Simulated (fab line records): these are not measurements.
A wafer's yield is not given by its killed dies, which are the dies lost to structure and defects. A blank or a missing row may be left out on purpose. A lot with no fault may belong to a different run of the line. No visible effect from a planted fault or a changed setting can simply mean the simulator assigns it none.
What tool caused it?	flow gf180mcu	Sampling: 12 lots, 36 wafers, 6 of 602 route steps

== WHAT THE GAUGES SHOWED, per wafer ==
GF_STI_THK_MEAS_24.
lot	measured	on	STI_CVD_23_THK (nm)
L602	day 2 08:43	filmMetro-04	643 646 642
L604	day 2 18:56	filmMetro-02	650 650 646
L605	day 3 00:29	filmMetro-04	645 643 645
L606	day 3 04:44	filmMetro-02	654 638 645
L609	day 3 21:07	filmMetro-03	648 646 641
L611	day 4 07:05	filmMetro-04	657 652 645
L612	day 4 12:17	filmMetro-04	647 640 651
L614	day 4 22:22	filmMetro-02	663 651 648
L618	day 5 19:11	filmMetro-04	648 657 654
L620	day 6 06:25	filmMetro-03	658 669 657
L623	day 6 20:47	filmMetro-03	645 658 648
L624	day 7 06:32	filmMetro-03	648 665 655

GF_STI_THK_MEAS_30.
lot	measured	on	STI_OXIDATION_02_THK (nm)
L602	day 2 11:04	filmMetro-03	9.99 10.01 9.81
L604	day 2 22:31	filmMetro-03	9.58 9.60 9.60
L605	day 3 03:15	filmMetro-04	9.94 9.85 9.98
L606	day 3 07:04	filmMetro-03	9.66 9.81 9.89
L609	day 3 23:28	filmMetro-03	10.19 10.24 10.17
L611	day 4 09:26	filmMetro-04	9.83 9.98 9.91
L612	day 4 15:55	filmMetro-02	9.84 9.82 9.82
L614	day 5 00:43	filmMetro-02	10.27 10.08 10.28
L618	day 5 21:55	filmMetro-04	10.21 10.14 10.28
L620	day 6 09:04	filmMetro-04	10.48 10.35 10.33
L623	day 6 23:08	filmMetro-03	9.92 10.14 9.94
L624	day 7 10:48	filmMetro-03	10.12 10.32 10.29

GF_MVSD_TW_MEAS_11.
lot	measured	on	MVSD_TW
L602	day 4 16:05	filmMetro-01	1566 1564 1568
L604	day 5 05:02	filmMetro-02	1589 1597 1592
L605	day 5 09:49	filmMetro-01	1570 1561 1567
L606	day 5 15:16	filmMetro-01	1562 1569 1572
L609	day 6 08:37	filmMetro-01	1569 1575 1580
L611	day 6 20:13	filmMetro-01	1541 1530 1532
L612	day 7 03:32	filmMetro-01	1531 1522 1534
L614	day 7 14:21	filmMetro-04	1594 1585 1591
L618	day 8 12:59	filmMetro-04	1594 1598 1601
L620	day 9 01:52	filmMetro-04	1597 1599 1598
L623	day 9 18:08	filmMetro-02	1596 1592 1587
L624	day 10 05:58	filmMetro-02	1591 1596 1595

GF_VT_IMPLANT_RS_MEAS_46: measures by four-point-probe.
lot	measured	on	MVSD_RS (ohm/sq)
L602	day 7 20:06	filmMetro-04	456.0 456.2 456.7
L604	day 8 09:52	filmMetro-04	456.6 455.9 455.9
L605	day 8 17:19	filmMetro-04	455.0 456.1 455.3
L606	day 8 23:07	filmMetro-01	458.0 458.5 458.5
L609	day 9 17:55	filmMetro-01	455.9 455.5 455.3
L611	day 10 08:14	filmMetro-02	512.2 512.2 512.1
L612	day 10 16:18	filmMetro-02	512.3 513.7 512.9
L614	day 11 03:46	filmMetro-04	457.3 455.6 457.2
L618	day 12 06:35	filmMetro-01	455.1 454.0 454.9
L620	day 12 21:58	filmMetro-01	458.4 459.1 456.8
L623	day 13 16:34	filmMetro-02	456.0 457.0 456.6
L624	day 14 06:20	filmMetro-01	458.1 457.0 457.6

== EACH LOT AND THE TOOL THAT RAN IT (in order: tool; ch and the chambers of the sampled wafers; start) ==
lot	GF_LVPWELL_STRIP_10	GF_MVSD_IMPLANT_09
L602	plasmaAsher-04 ch 0,1, day 4 02:37	implanter-02 ch 0, day 4 15:51
L604	plasmaAsher-02 ch 0,1, day 4 14:43	implanter-03 ch 0, day 5 04:49
L605	plasmaAsher-02 ch 0,1, day 4 19:04	implanter-03 ch 0, day 5 09:34
L606	plasmaAsher-04 ch 0, day 5 00:40	implanter-04 ch 0, day 5 15:01
L609	plasmaAsher-04 ch 0,1, day 5 17:10	implanter-04 ch 0, day 6 08:22
L611	plasmaAsher-04 ch 0,1, day 6 05:10	implanter-04 ch 0, day 6 19:58
L612	plasmaAsher-02 ch 0,1, day 6 12:07	implanter-04 ch 0, day 7 03:18
L614	plasmaAsher-04 ch 0,1, day 6 21:50	implanter-03 ch 0, day 7 13:58
L618	plasmaAsher-04 ch 0,1, day 7 20:34	implanter-02 ch 0, day 8 12:45
L620	plasmaAsher-04 ch 0,1, day 8 08:13	implanter-02 ch 0, day 9 01:37
L623	plasmaAsher-02 ch 0,1, day 9 00:58	implanter-03 ch 0, day 9 17:55
L624	plasmaAsher-01 ch 0,1, day 9 11:46	implanter-02 ch 0, day 10 05:43
- GF_LVPWELL_STRIP_10: strips in O2/N2.
- GF_MVSD_IMPLANT_09

== WHAT THE TOOLS THEMSELVES READ (means of the sampled wafers that have a number; where no wafer has one, the mark that the record gives instead) ==
GF_LVPWELL_STRIP_10.
lot	tool	drypumpMotorCurrentA (A)	heaterPowerW (W)	oesProductAu (a.u.)	platenTempC (C)	stripTimeToEndpointS (s)
L602	plasmaAsher-04	5.36	363	0.722	249.89	36.85
L604	plasmaAsher-02	5.23	323	0.720	250.16	36.95
L605	plasmaAsher-02	5.21	311	0.724	250.04	37.16
L606	plasmaAsher-04	5.33	345	0.721	249.91	37.00
L609	plasmaAsher-04	5.35	350	0.721	249.90	36.91
L611	plasmaAsher-04	5.34	361	0.728	249.84	36.92
L612	plasmaAsher-02	5.22	327	0.721	250.11	37.06
L614	plasmaAsher-04	5.34	358	0.725	249.82	36.84
L618	plasmaAsher-04	5.33	354	0.723	249.78	36.88
L620	plasmaAsher-04	5.33	355	0.722	250.01	36.91
L623	plasmaAsher-02	5.20	318	0.722	250.03	37.01
L624	plasmaAsher-01	5.90	321	0.722	249.88	36.92

GF_MVSD_IMPLANT_09.
lot	tool	beamEnergyKeV	doseIonsCm2	faradayCurrentUA
L602	implanter-02	100.00	4.994e+12	28.2
L604	implanter-03	100.03	4.999e+12	28.2
L605	implanter-03	99.96	5.000e+12	28.2
L606	implanter-04	99.97	4.998e+12	28.3
L609	implanter-04	100.01	5.005e+12	28.2
L611	implanter-04	100.06	2.098e+12	11.9
L612	implanter-04	99.99	2.098e+12	11.7
L614	implanter-03	99.99	5.000e+12	28.2
L618	implanter-02	100.00	5.000e+12	29.0
L620	implanter-02	99.99	5.000e+12	28.6
L623	implanter-03	100.01	4.993e+12	28.3
L624	implanter-02	100.03	4.996e+12	28.0

== THE ANSWER, worked out from the rows above alone ==
Rule: the lots themselves supply what counts as usual. Put in order of their means at a reading, lots are off if they are a third of the lots or fewer, leave a main group of 4 or more, and stand apart from it by a gap of 3 or more times the standard deviation of the main group's means; of several such gaps the widest counts. The tables above print the reading to a certain number of digits; a main group whose means all agree to those digits is not used. Also off: a lot with no number at a reading for which 4 or more lots have one. Any other lot the step has rows for is counted as sound. After the gauges, taken in route order, come the tools' own readings; for these a lot's mean is taken, as printed above. At the first step where some lot is off, the reading lying furthest off is the one used; lots without a number count as furthest.
Off: L611, L612, at GF_VT_IMPLANT_RS_MEAS_46 (MVSD_RS). Mean 456.5 ohm/sq and standard deviation 1.1 in the main group.
A tool fits if, at a process step before that reading, it ran every lot that is off, and no sound lot after the first of them. The gauges at GF_VT_IMPLANT_RS_MEAS_46 aren't tried: what is off there is off at GF_MVSD_IMPLANT_09 too, on other tools, and a gauge's error can't cause that. One fits: implanter-04 at GF_MVSD_IMPLANT_09. Its last sound lot is L609 (day 6 08:22), its first lot that is off L611 (day 6 19:58): a fault that began between those two fits.
The tool's own readings at GF_MVSD_IMPLANT_09 bear it out: on the lots that are off they differ by more than 5 times the standard deviation of the sound lots' means. doseIonsCm2 reads 2.098e+12 there against 4.998e+12 on the sound lots; faradayCurrentUA reads 11.8 there against 28.3 on the sound lots.

== WHAT WAS PUT IN BY THE SIMULATOR ==
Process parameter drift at GF_MVSD_IMPLANT_09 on implanter-04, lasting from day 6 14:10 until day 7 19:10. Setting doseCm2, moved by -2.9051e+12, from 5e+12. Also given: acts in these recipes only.
Struck lots among those shown: L611, L612. The rule given above showed the same thing.
